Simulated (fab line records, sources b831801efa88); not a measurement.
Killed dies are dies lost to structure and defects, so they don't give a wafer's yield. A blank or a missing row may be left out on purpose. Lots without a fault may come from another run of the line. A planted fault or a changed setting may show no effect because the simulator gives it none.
fab line records | flow sky130
record lots=5 wafers=15 last_day=51
route steps=708 shown SD_P@329 RES_XHIGH@332 SD_N@342 SALICIDE@361 LI_CONTACT@362 PAD_OPEN@708
lots that met no fault: from a run of the same line without faults
start_h: hours from the record's first day to the start of the lot's first wafer shown | wait_h: hours since the lot's step before | " the same as in the row above | L1.1+2: a row that stands for several wafers | - no value, or no start given | * or withheld: withheld | < > ~ a bound
route shown NAME@n: a module of which the file shows steps, and the number in the route of the first | usual: mean/standard deviation of fault-free wafers | same: alike in all rows | chamber/n: place in a boat | sites: the reading at each site | _std_site: their standard deviation | _edge_site: outer sites' mean less inner sites' | radius_mm: how far each site lies from the wafer's centre | mask NAME#n: copy n | behind: the tool/chamber that last shaped the wafer | hold: why the lot was held/for how many hours/how that ended | device: the transistor (n, p or np) that didn't switch | end of line: the same wafers' tests at the end of the route | a step without rows: its recipe alone | killed: dies lost to structure and defects at the first sort, not the wafer's yield | map: a wafer's dies, x killed, . not, _ none there
set.NAME: the setting as run; set.NAME@STEP: as run at that earlier step | model.NAME: the simulator's own value behind a step, which no gauge read
lots at some steps of the route; a table a step, a row a wafer
services: from which hour (start_h, from the record's first day; less than 0 if before it) a tool's chamber was out of use, for how many hours, and why
## steps
# step SKY_SD_P_IMPLANT_09
# recipe species=BF2 energy_kev=20 dose_cm2=3e+15 tilt_deg=0
# step SKY_SD_P_STRIP_10
# recipe chemistry=O2/N2 power_w=1400 pressure_mtorr=1500 platen_temp_c=withheld o2_flow_sccm=3000 n2_flow_sccm=300 overash_fraction=0.5
# step SKY_RES_XHIGH_DEHYDRATE_00
# recipe temp_c=200 time_s=60
# step SKY_RES_XHIGH_HMDS_01
# recipe prime_time_s=60 prime_temp_c=120
# step SKY_RES_XHIGH_COAT_02
# recipe resist=NOVOLAK spin_rpm=2953 resist_thk_nm=1140
# step SKY_RES_XHIGH_SOFTBAKE_03
# recipe temp_c=90 time_s=60 resist=NOVOLAK
# step SKY_RES_XHIGH_EXPOSE_04
# recipe mask_id=URPM na=0.6 source_shape=conventional sigma_outer=0.6 polarization=unpolarized target_cd_nm=1270 dose_mj=140
# step SKY_RES_XHIGH_PEB_05
# recipe temp_c=withheld time_s=* resist=NOVOLAK
# step SKY_RES_XHIGH_DEVELOP_06
# recipe resist=NOVOLAK developer=TMAH develop_time_s=60 dev_temp_c=23
# step SKY_RES_XHIGH_IMPLANT_07
# recipe species=BF2 energy_kev=20 dose_cm2=3.6e+14 tilt_deg=0
# usual faraday_current_uA=454/25
# columns lot.wafer tool chamber start_h wait_h faraday_current_uA
L956.1 implanter-01 0 638.79 0.1 500
L956.3 " 0 " " 491
L956.6 " 0 " " 506
L968.2 implanter-01 0 736.17 0.1 485
L968.3 " 0 " " 468
L968.4 " 0 " " 496
L969.2 implanter-01 0 746.73 0.1 496
L969.3 " 0 " " 493
L969.4 " 0 " " 471
L970.1 implanter-01 0 755.54 0.1 494
L970.5 " 0 " " 473
L970.6 " 0 " " 501
L977.2 implanter-03 0 815.62 0.1 427
L977.3 " 0 " " 445
L977.4 " 0 " " 426
# step SKY_RES_XHIGH_STRIP_08
# recipe chemistry=O2/N2 power_w=1400 pressure_mtorr=1500 platen_temp_c=withheld o2_flow_sccm=3000 n2_flow_sccm=300 overash_fraction=0.5
# step SKY_SD_N_DEHYDRATE_00
# recipe temp_c=200 time_s=60
# step SKY_SD_N_HMDS_01
# recipe prime_time_s=60 prime_temp_c=120
# step SKY_SD_N_COAT_02
# recipe resist=NOVOLAK spin_rpm=3000 resist_thk_nm=1140
# step SKY_SD_N_SOFTBAKE_03
# recipe temp_c=90 time_s=60 resist=NOVOLAK
# step SKY_SD_N_EXPOSE_04
# recipe mask_id=NSDM na=0.6 source_shape=conventional sigma_outer=0.6 polarization=unpolarized target_cd_nm=380 dose_mj=141
# step SKY_SD_N_PEB_05
# recipe temp_c=withheld time_s=* resist=NOVOLAK
# step SKY_SD_N_DEVELOP_06
# recipe resist=NOVOLAK developer=TMAH develop_time_s=60 dev_temp_c=23
# step SKY_SD_N_IMPLANT_09
# recipe species=As energy_kev=49.71 dose_cm2=4e+15 tilt_deg=0
# step SKY_SD_N_IMPLANT_10
# recipe species=P energy_kev=20 dose_cm2=1e+14 tilt_deg=0
# step SKY_SD_N_STRIP_11
# recipe chemistry=O2/N2 power_w=1400 pressure_mtorr=1500 platen_temp_c=withheld o2_flow_sccm=3000 n2_flow_sccm=300 overash_fraction=0.5
# step SKY_SD_N_CLEAN_13
# recipe chemistry=SC1/SC2 mix=1:4:20 temp_c=70 time_s=150 dry=n2_spin
# step SKY_SD_N_RTA_14
# recipe temp_c=1075 time_s=2 idle_temp_c=650 ramp_up_c_per_s=150 ramp_down_c_per_s=90 ambient=N2
# step SKY_SALICIDE_CLEAN_00
# recipe chemistry=HF-last time_s=30 dilution=100:1 dry=ipa_marangoni
# step SKY_LI_CONTACT_HDPCVD_00
# recipe material=PSG target_thk_nm=930 sigma_open_frac=0.3 time_s=155 temp_c=600 sih4_flow_sccm=60 pressure_mtorr=6
# step SKY_LI_CONTACT_CMP_02
# recipe material=PSG down_force_psi=4 platen_rpm=60 pad_velocity_m_s=0.94248
# step SKY_LI_CONTACT_DEHYDRATE_04
# recipe temp_c=200 time_s=60
# step SKY_LI_CONTACT_HMDS_05
# recipe prime_time_s=60 prime_temp_c=120
# step SKY_LI_CONTACT_COAT_06
# recipe resist=BARC temp_c=withheld time_s=withheld spin_rpm=3000 resist_thk_nm=60
# step SKY_PAD_OPEN_PROBE_99
# usual killed_at_M0_to_M3=43/6.6 killed_at_M4_up=3.4/1.8 killed_at_contacts=24/5.7 killed_at_front_end=15/4.2 killed_at_other=0.3/0.58 killed_dies=86/8 killed_open=46/7.2 killed_short=39/5.8
# same gross_dies=492 killed_at_back_side=0
# columns lot.wafer tool chamber start_h wait_h killed_at_M0_to_M3 killed_at_M4_up killed_at_contacts killed_at_front_end killed_at_other killed_dies killed_open killed_short model.etest.res_xhigh_po.rs_ohm_sq_rim_less_centre model.etest.res_xhigh_po.rs_ohm_sq_range
L956.1 prober-01 - 1094.71 0.1 46 6 13 18 1 84 42 41 81.81 118.2
L956.3 prober-01 - 1094.81 0.2 58 2 19 10 3 92 49 39 96.43 134.5
L956.6 prober-01 - 1094.96 0.2 32 4 24 24 1 85 43 40 87.69 111.6
L968.2 prober-02 - 1164.48 0.1 42 4 23 12 1 82 53 29 -216.3 249.2
L968.3 prober-02 - 1164.53 0.2 38 4 33 18 0 93 54 39 -217.9 242.4
L968.4 prober-02 - 1164.58 0.2 42 6 28 13 0 89 54 35 -198.9 221.3
L969.2 prober-01 - 1172.67 0.1 36 4 18 10 0 68 29 39 -222.6 261.7
L969.3 prober-01 - 1172.72 0.2 40 4 15 12 1 72 32 40 -193.1 220.2
L969.4 prober-01 - 1172.77 0.2 41 2 22 17 0 82 43 39 -186.3 195.5
L970.1 prober-02 - 1174.58 0.1 43 2 26 17 0 88 55 33 -123.8 149.9
L970.5 prober-02 - 1174.78 0.2 50 5 16 16 0 87 43 44 -123.6 136.3
L970.6 prober-02 - 1174.83 0.2 50 3 22 11 0 86 42 44 -128.3 143.7
L977.2 prober-02 - 1213.17 0.1 36 4 29 11 0 80 46 34 76.8 106.2
L977.3 prober-02 - 1213.22 0.2 41 6 22 13 0 82 47 35 84.38 112
L977.4 prober-02 - 1213.27 0.2 46 4 44 12 0 106 60 46 81.13 110.7
# killed by level:class
L956.1 METAL2:geometric_particle:short=10 VIA2:geometric_particle:open=8 FIELD_ISO:geometric_particle:open=5 VIA1:geometric_particle:open=5 CONTACT:geometric_particle:open=5 POLY_GATE:geometric_particle:open=4 METAL2:geometric_particle:open=4 VIA2:geometric_particle:short=4
L956.3 VIA1:geometric_particle:open=14 LI_CONTACT:geometric_particle:open=9 VIA2:geometric_particle:open=7 VIA3:geometric_particle:open=7 METAL1:geometric_particle:short=6 VIA1:geometric_particle:short=6 FIELD_ISO:geometric_particle:short=5 VIA2:geometric_particle:short=5
L956.6 CONTACT:geometric_particle:open=11 VIA1:geometric_particle:open=8 FIELD_ISO:geometric_particle:short=7 VIA1:geometric_particle:short=6 VIA2:geometric_particle:open=5 POLY_GATE:geometric_particle:open=4 LI_CONTACT:geometric_particle:open=4 LOCAL_INTERCONNECT:geometric_particle:short=4
L968.2 CONTACT:geometric_particle:open=17 VIA1:geometric_particle:open=12 VIA1:geometric_particle:short=7 VIA2:geometric_particle:open=5 VIA3:geometric_particle:open=5 POLY_GATE:geometric_particle:short=4 FIELD_ISO:geometric_particle:short=3 POLY_GATE:geometric_particle:open=3
L968.3 CONTACT:geometric_particle:open=14 LOCAL_INTERCONNECT:geometric_particle:short=11 VIA2:geometric_particle:open=10 VIA1:geometric_particle:open=9 FIELD_ISO:geometric_particle:short=6 FIELD_ISO:geometric_particle:open=5 VIA3:geometric_particle:open=5 LI_CONTACT:geometric_particle:open=4
L968.4 VIA1:geometric_particle:open=16 CONTACT:geometric_particle:open=9 VIA2:geometric_particle:open=8 LI_CONTACT:geometric_particle:open=7 CONTACT:geometric_particle:short=6 METAL4:geometric_particle:short=5 FIELD_ISO:geometric_particle:short=4 FIELD_ISO:geometric_particle:open=4
L969.2 VIA1:geometric_particle:open=9 METAL2:geometric_particle:short=7 VIA2:geometric_particle:short=7 CONTACT:geometric_particle:open=6 LI_CONTACT:geometric_particle:open=5 METAL1:geometric_particle:short=4 METAL4:geometric_particle:short=4 FIELD_ISO:geometric_particle:short=3
L969.3 METAL1:geometric_particle:short=10 VIA1:geometric_particle:open=7 POLY_GATE:geometric_particle:short=5 LI_CONTACT:geometric_particle:open=5 CONTACT:geometric_particle:open=5 VIA2:geometric_particle:open=5 METAL3:geometric_particle:short=4 METAL4:geometric_particle:short=4
L969.4 VIA2:geometric_particle:open=10 VIA1:geometric_particle:open=9 METAL1:geometric_particle:short=6 LOCAL_INTERCONNECT:geometric_particle:short=6 CONTACT:geometric_particle:open=6 FIELD_ISO:geometric_particle:short=5 FIELD_ISO:geometric_particle:open=5 POLY_GATE:geometric_particle:short=4
L970.1 CONTACT:geometric_particle:open=15 VIA1:geometric_particle:open=8 VIA2:geometric_particle:open=7 POLY_GATE:geometric_particle:short=6 LI_CONTACT:geometric_particle:open=6 VIA1:geometric_particle:short=5 METAL2:geometric_particle:short=5 VIA3:geometric_particle:open=5
L970.5 VIA1:geometric_particle:open=14 VIA3:geometric_particle:open=7 CONTACT:geometric_particle:short=6 METAL2:geometric_particle:short=6 VIA2:geometric_particle:open=6 FIELD_ISO:geometric_particle:short=5 SPACER:geometric_particle:short=5 METAL1:geometric_particle:short=5
L970.6 VIA1:geometric_particle:open=13 METAL1:geometric_particle:short=7 LI_CONTACT:geometric_particle:open=6 VIA2:geometric_particle:open=6 LOCAL_INTERCONNECT:geometric_particle:short=5 CONTACT:geometric_particle:short=5 CONTACT:geometric_particle:open=5 VIA1:geometric_particle:short=5
L977.2 LI_CONTACT:geometric_particle:open=10 VIA1:geometric_particle:open=10 CONTACT:geometric_particle:open=9 VIA2:geometric_particle:open=7 FIELD_ISO:geometric_particle:short=5 LOCAL_INTERCONNECT:geometric_particle:short=4 METAL2:geometric_particle:short=4 LI_CONTACT:geometric_particle:short=3
L977.3 VIA1:geometric_particle:open=12 LI_CONTACT:geometric_particle:open=9 VIA3:geometric_particle:open=8 FIELD_ISO:geometric_particle:short=5 CONTACT:geometric_particle:open=5 VIA2:geometric_particle:open=5 LOCAL_INTERCONNECT:geometric_particle:short=4 METAL1:geometric_particle:short=4
L977.4 CONTACT:geometric_particle:open=15 LI_CONTACT:geometric_particle:open=11 CONTACT:geometric_particle:short=11 VIA1:geometric_particle:open=8 FIELD_ISO:geometric_particle:open=7 VIA1:geometric_particle:short=6 VIA2:geometric_particle:open=6 METAL3:geometric_particle:short=5
## services
# columns tool chamber start_h hours kind
implanter-03 - 647.05 2.3 repair
implanter-01 - 648.98 27.1 pm
implanter-03 - 659.11 4.3 pm
implanter-03 - 663.64 5.0 repair
implanter-01 - 695.81 10.0 repair
implanter-01 - 701.99 3.5 repair
implanter-01 - 703.23 1.7 repair
implanter-01 - 714.65 1.6 repair
implanter-03 - 725.96 2.6 repair
implanter-01 - 799.84 3.9 pm
## key
first_sign none at tools or gauges
model_effect step=SKY_PAD_OPEN_PROBE_99 value=etest.res_xhigh_po.rs_ohm_sq_rim_less_centre without=42.9 struck=-179
met_at SKY_RES_XHIGH_IMPLANT_07
struck_wafers L968.2,L968.3,L968.4,L969.2,L969.3,L969.4,L970.1,L970.5,L970.6
tester_left_out L968,L969,L970
onset_between 638.79 736.17
fault kind=process_parameter_drift tool=implanter-01 chamber=- onset_h=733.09 steps=SKY_RES_XHIGH_IMPLANT_07 channel=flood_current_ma offset=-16 shape=step end_h=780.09
# tester_left_out: of these lots the tester's yield and bins aren't shown, on N5 and GAA mostly nor the transistor test; their killed dies are dies lost to structure and defects alone, not to doping, threshold or leakage, so they don't give the yield
